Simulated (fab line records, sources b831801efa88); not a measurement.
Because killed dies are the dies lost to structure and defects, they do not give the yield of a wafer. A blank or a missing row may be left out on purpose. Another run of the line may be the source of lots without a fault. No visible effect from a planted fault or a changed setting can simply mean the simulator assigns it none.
8D (eight disciplines) problem report, filled in by code + flow gf180mcu + the parts of the form that need people (team, actions taken, sign-off) are left out

## 1. THE PROBLEM
Across 6 wafers from 2 lots, V1_CVD_00_THK at GF_V1_THK_MEAS_01 averages 298 nm, while fault-free wafers read 600 nm with a standard deviation of 7.1. That is -42 standard deviations from the usual mean.
Seen first at day 23 14:09 on film metro-04, wafer L850.1. Wafers with a number at this step in the record: 36, from 12 lots. By rule, "out" or "out of limits" means more than 4 standard deviations away from the usual mean. Any other wafer with a number is counted as sound.

## 2. WHAT IT IS, AND WHAT IT ISN'T
| question                    | is                           | is not                                                     |
|-----------------------------|------------------------------|------------------------------------------------------------|
| which readings at this step | V1_CVD_00_THK                | -                                                          |
| which lots                  | L850, L851                   | L833, L835, L837, L838, L839, L840, L841, L842, L843, L844 |
| which wafers of those lots  | all that have a number       | -                                                          |
| read on which gauges        | film metro-01, film metro-04 | film metro-02                                              |
| when                        | from day 23 14:09            | up to then (30 sound wafers)                               |

## 3. WHAT RULES OUT EACH SUSPECT
Counting: a tool at any process step up to the reading remains a suspect when it ran all the lots that are out and ran no sound lot after the first of those.
- the gauge at GF_V1_THK_MEAS_01 is ruled out. 2 gauges (film metro-01, film metro-04) read the wafers that are out.
- pvd sputter-03 at GF_M1_SPUTTER_00 (material Ti, target thk 37.5 nm, time 150 s): kept. It ran every lot that is out, first L850 (day 22 13:59), and no sound lot after that; its last sound lot up to then is L841 (day 19 04:47).
- hdpcvd-01 at GF_V1_CVD_00 (deposits SiO2, target thk 600 nm, time 100 s): kept. It ran every lot that is out, first L850 (day 23 14:04), and no sound lot after that; its last sound lot up to then is L844 (day 21 12:19). Its own readings are out on those wafers: sih4 flow sccm.
Left after counting: pvd sputter-03 at GF_M1_SPUTTER_00, hdpcvd-01 at GF_V1_CVD_00.

## 4. THE CAUSE (what the simulator had put in)
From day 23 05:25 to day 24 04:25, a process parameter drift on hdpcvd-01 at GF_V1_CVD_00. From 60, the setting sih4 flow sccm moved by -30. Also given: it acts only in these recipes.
Counting leaves 2 suspects; this tool is one of them.

## 5. SEQUENCE OF EFFECTS, ordered by route
Each row: a reading where the mean over the struck wafers with a number is more than 3 standard deviations away from the usual. Scope: only readings with a usual standard deviation given in the record; hours: median across lots of the time from each lot's start at the first step in this table that gives one to its start at this step; sigmas: change in usual standard deviations.
| hours | step              | reading        | usual      | on struck wafers | change | sigmas      |
|-------|-------------------|----------------|------------|------------------|--------|-------------|
| 0     | GF_V1_CVD_00      | sih4 flow sccm | 59.99 sccm | 30.02            | -29.97 | -99 or more |
| 0     | GF_V1_THK_MEAS_01 | V1_CVD_00_THK  | 600 nm     | 298              | -302   | -42         |
It contains these process steps:
- GF_V1_CVD_00: deposits SiO2, target thk 600 nm, time 100 s.

## 6. HOW IT WOULD HAVE BEEN CAUGHT EARLIER
Counted from the fault's start at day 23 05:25, it took 9 hours until the first out-of-limits reading at a measuring or inspecting step in this record, taken at day 23 14:09.
At GF_V1_CVD_00, the tool's own readings (sih4 flow sccm) were out on each struck wafer the step has a row for, so an alarm limit on them would have fired on the first such wafer.
L851, from the lots that are out (2), started GF_V1_CVD_00 on hdpcvd-01 later than day 23 14:09. Had the tool been put on hold then, it would have been spared.
